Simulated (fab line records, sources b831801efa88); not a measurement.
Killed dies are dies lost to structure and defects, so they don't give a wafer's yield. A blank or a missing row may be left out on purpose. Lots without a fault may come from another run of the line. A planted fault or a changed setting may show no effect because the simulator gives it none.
fab line records | flow sky130
record lots=6 wafers=18 last_day=50
route steps=708 shown NWELL@59
lots that met no fault: from a run of the same line without faults
start_h: hours from the record's first day to the start of the lot's first wafer shown | wait_h: hours since the lot's step before | " the same as in the row above | L1.1+2: a row that stands for several wafers | - no value, or no start given | * or withheld: withheld | < > ~ a bound
route shown NAME@n: a module of which the file shows steps, and the number in the route of the first | usual: mean/standard deviation of fault-free wafers | same: alike in all rows | chamber/n: place in a boat | sites: the reading at each site | _std_site: their standard deviation | _edge_site: outer sites' mean less inner sites' | radius_mm: how far each site lies from the wafer's centre | mask NAME#n: copy n | behind: the tool/chamber that last shaped the wafer | hold: why the lot was held/for how many hours/how that ended | device: the transistor (n, p or np) that didn't switch | end of line: the same wafers' tests at the end of the route | a step without rows: its recipe alone | killed: dies lost to structure and defects at the first sort, not the wafer's yield | map: a wafer's dies, x killed, . not, _ none there
set.NAME: the setting as run; set.NAME@STEP: as run at that earlier step | model.NAME: the simulator's own value behind a step, which no gauge read
lots at some steps of the route; a table a step, a row a wafer
services: from which hour (start_h, from the record's first day; less than 0 if before it) a tool's chamber was out of use, for how many hours, and why
## steps
# step SKY_NWELL_SOFTBAKE_06
# recipe temp_c=110 time_s=withheld
# step SKY_NWELL_EXPOSE_07
# recipe mask_id=NWM na=0.6 source_shape=conventional sigma_outer=0.6 polarization=unpolarized target_cd_nm=840 dose_mj=255
# step SKY_NWELL_PEB_08
# recipe temp_c=115 time_s=withheld
# step SKY_NWELL_DEVELOP_09
# recipe wall_angle_deg=90 developer=TMAH develop_time_s=60 dev_temp_c=23
# step SKY_NWELL_OVL_MEAS_10
# usual NWELL_00_OVL=1.4/1.5
# columns lot.wafer tool chamber start_h wait_h NWELL_00_OVL[nm]
L800.1 overlay-02 - 129.66 - 0.1
L800.3 " - " " 1.3
L800.6 " - " " 1.4
L804.1 overlay-02 - 149.76 - 6.0
L804.2 " - " " 5.5
L804.4 " - " " 4.0
L806.2 overlay-02 - 162.73 - 1.7
L806.3 " - " " 2.1
L806.6 " - " " 3.6
L807.3 overlay-02 - 167.68 - 1.0
L807.4 " - " " 2.1
L807.5 " - " " 0.6
L813.3 overlay-01 - 207.13 - 2.4
L813.4 " - " " 1.5
L813.5 " - " " 0.6
L815.2 overlay-01 - 216.82 - 1.6
L815.3 " - " " 3.3
L815.5 " - " " 2.8
# step SKY_NWELL_IMPLANT_11
# recipe species=P energy_kev=400 dose_cm2=1.9e+13 tilt_deg=withheld
# step SKY_NWELL_IMPLANT_12
# recipe species=P energy_kev=120 dose_cm2=1.3e+12 tilt_deg=withheld
# step SKY_NWELL_IMPLANT_13
# recipe species=P energy_kev=50 dose_cm2=7e+11 tilt_deg=withheld
# step SKY_NWELL_STRIP_14
# recipe chemistry=O2/N2 power_w=1400 pressure_mtorr=1500 platen_temp_c=withheld o2_flow_sccm=3000 n2_flow_sccm=300 overash_fraction=0.5
# usual chamber_pressure_mTorr=1500.2/1.4 drypump_motor_current_A=5.89/0.27 n2_flow_sccm=299.9/0.84 oes_product_au=0.722/0.0051 strip_time_to_endpoint_s=36.89/0.084
# columns lot.wafer tool chamber start_h wait_h chamber_pressure_mTorr drypump_motor_current_A n2_flow_sccm oes_product_au rf_hours_counter_h strip_time_to_endpoint_s
L800.1 plasma_asher-03 1 130.15 0.1 1500.0 5.98 299.3 0.728 32 36.78
L800.3 " 1 " " 1499.2 5.99 299.2 0.722 - 36.80
L800.6 " 0 " " 1500.7 5.55 300.1 0.721 - 36.80
L804.1 plasma_asher-04 1 150.25 0.1 1499.5 6.05 298.0 0.719 42 37.08
L804.2 " 0 " " 1499.6 6.12 300.7 0.710 42 37.15
L804.4 " 1 " " 1498.9 6.03 301.3 0.721 - 37.00
L806.2 plasma_asher-03 1 163.21 0.1 1500.0 5.97 300.5 0.728 35 36.87
L806.3 " 0 " " 1498.6 5.56 300.7 0.721 - 36.90
L806.6 " 0 " " 1498.2 5.56 300.9 0.728 - 36.88
L807.3 plasma_asher-04 1 168.18 0.1 1499.9 6.01 301.0 0.727 - 36.96
L807.4 " 0 " " 1500.2 6.12 299.3 0.722 - 36.91
L807.5 " 1 " " 1500.3 5.99 300.4 0.719 - 37.04
L813.3 plasma_asher-03 0 207.63 0.1 1501.3 5.56 301.5 0.727 - 36.93
L813.4 " 1 " " 1497.3 5.96 299.0 0.725 - 36.87
L813.5 " 0 " " 1501.6 5.56 300.5 0.719 - 36.92
L815.2 plasma_asher-03 0 217.30 0.1 1497.5 5.57 299.9 0.722 40 36.96
L815.3 " 0 " " 1500.9 5.56 301.2 0.718 - 36.87
L815.5 " 0 " " 1500.2 5.56 300.4 0.723 - 37.02
# step SKY_NWELL_TW_MEAS_15
# usual NWELL_TW=1818/13
# columns lot.wafer tool chamber start_h wait_h NWELL_TW
L800.1 film_metro-04 - 130.25 0.1 1833
L800.3 " - " " 1826
L800.6 " - " " 1836
L804.1 film_metro-04 - 150.35 0.1 1834
L804.2 " - " " 1831
L804.4 " - " " 1826
L806.2 film_metro-03 - 163.32 0.1 1818
L806.3 " - " " 1822
L806.6 " - " " 1819
L807.3 film_metro-03 - 168.27 0.1 1808
L807.4 " - " " 1808
L807.5 " - " " 1810
L813.3 film_metro-04 - 207.72 0.1 1834
L813.4 " - " " 1845
L813.5 " - " " 1828
L815.2 film_metro-04 - 217.41 0.1 1824
L815.3 " - " " 1836
L815.5 " - " " 1843
# step SKY_NWELL_DEHYDRATE_16
# recipe temp_c=200 time_s=60
# step SKY_NWELL_HMDS_17
# recipe prime_time_s=60 prime_temp_c=120
# step SKY_NWELL_COAT_18
# recipe spin_rpm=2000 resist_thk_nm=2985
# usual chill_plate_temp_C=23.04/0.1 dispense_pressure_kPa=52.9/1.9 spin_speed_rpm=1999.9/1.2
# columns lot.wafer tool chamber start_h wait_h chill_plate_temp_C dispense_pressure_kPa spin_speed_rpm
L800.1 litho_track-02 0 139.26 0.1 23.11 54.6 1998.3
L800.3 " 0 " " 23.12 54.6 2001.5
L800.6 " 0 " " 22.99 54.6 2001.1
L804.1 litho_track-01 0 159.77 0.1 22.97 50.2 2000.3
L804.2 " 0 " " 22.94 50.2 1999.4
L804.4 " 0 " " 22.99 50.2 1998.4
L806.2 litho_track-03 - 173.74 0.1 - - -
L806.3 " - " " - - -
L806.6 " - " " - - -
L807.3 litho_track-02 - 178.31 0.1 - - -
L807.4 " - " " - - -
L807.5 " - " " - - -
L813.3 litho_track-02 0 218.61 0.1 23.03 54.6 2001.3
L813.4 " 0 " " 23.04 54.6 2001.0
L813.5 " 0 " " 22.86 54.6 2000.2
L815.2 litho_track-03 0 228.29 0.1 23.25 53.8 2000.0
L815.3 " 0 " " 23.25 53.8 1999.1
L815.5 " 0 " " 23.08 53.9 2001.7
# step SKY_NWELL_SOFTBAKE_19
# recipe temp_c=110 time_s=withheld
# step SKY_NWELL_EXPOSE_20
# recipe mask_id=NWM_COMPLEMENT na=0.6 source_shape=conventional sigma_outer=0.6 polarization=unpolarized target_cd_nm=840 dose_mj=260
# step SKY_NWELL_PEB_21
# recipe temp_c=115 time_s=withheld
# step SKY_NWELL_DEVELOP_22
# recipe wall_angle_deg=90 developer=TMAH develop_time_s=60 dev_temp_c=23
# step SKY_NWELL_OVL_MEAS_23
# usual NWELL_01_OVL=-0.8/1.5
# columns lot.wafer tool chamber start_h wait_h NWELL_01_OVL[nm]
L800.1 overlay-01 - 149.62 - -0.2
L800.3 " - " " -1.8
L800.6 " - " " 0.7
L804.1 overlay-01 - 170.17 - -1.3
L804.2 " - " " -0.6
L804.4 " - " " -2.1
L806.2 overlay-01 - 184.03 - -
L806.3 " - " " -
L806.6 " - " " -
L807.3 overlay-01 - 188.28 - -
L807.4 " - " " -
L807.5 " - " " -
L813.3 overlay-02 - 230.28 - -4.1
L813.4 " - " " -3.3
L813.5 " - " " -3.5
L815.2 overlay-02 - 240.32 - -0.8
L815.3 " - " " -0.7
L815.5 " - " " -0.4
# step SKY_NWELL_IMPLANT_24
# recipe species=B energy_kev=140 dose_cm2=9.2e+12 tilt_deg=withheld
## services
# columns tool chamber start_h hours kind
plasma_asher-03 - 144.35 6.9 repair
plasma_asher-04 - 162.61 2.8 pm
plasma_asher-04 - 184.66 18.0 repair
## key
first_sign step=SKY_NWELL_COAT_18 reading=tool_record direction=missing
effect step=SKY_NWELL_OVL_MEAS_23 reading=NWELL_01_OVL direction=missing
met_at SKY_NWELL_COAT_18
struck_wafers L806.2,L806.3,L806.6,L807.3,L807.4,L807.5
rows_end L806.2,L806.3,L806.6
sort_left_out L807.3,L807.4,L807.5
tester_left_out L807
onset_between 139.26 173.74
fault kind=skipped_step_whole tool=litho_track-02,litho_track-03 chamber=- onset_h=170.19 steps=SKY_NWELL_COAT_18 scope=struck_lots_only
# tester_left_out: of these lots the tester's yield and bins aren't shown, on N5 and GAA mostly nor the transistor test; their killed dies are dies lost to structure and defects alone, not to doping, threshold or leakage, so they don't give the yield
# sort_left_out: the simulated sort isn't trusted on such a fault, so these wafers' sort isn't shown, and their yield isn't known
# rows_end: these wafers met a further fault down the route, and their rows from its step on are left out
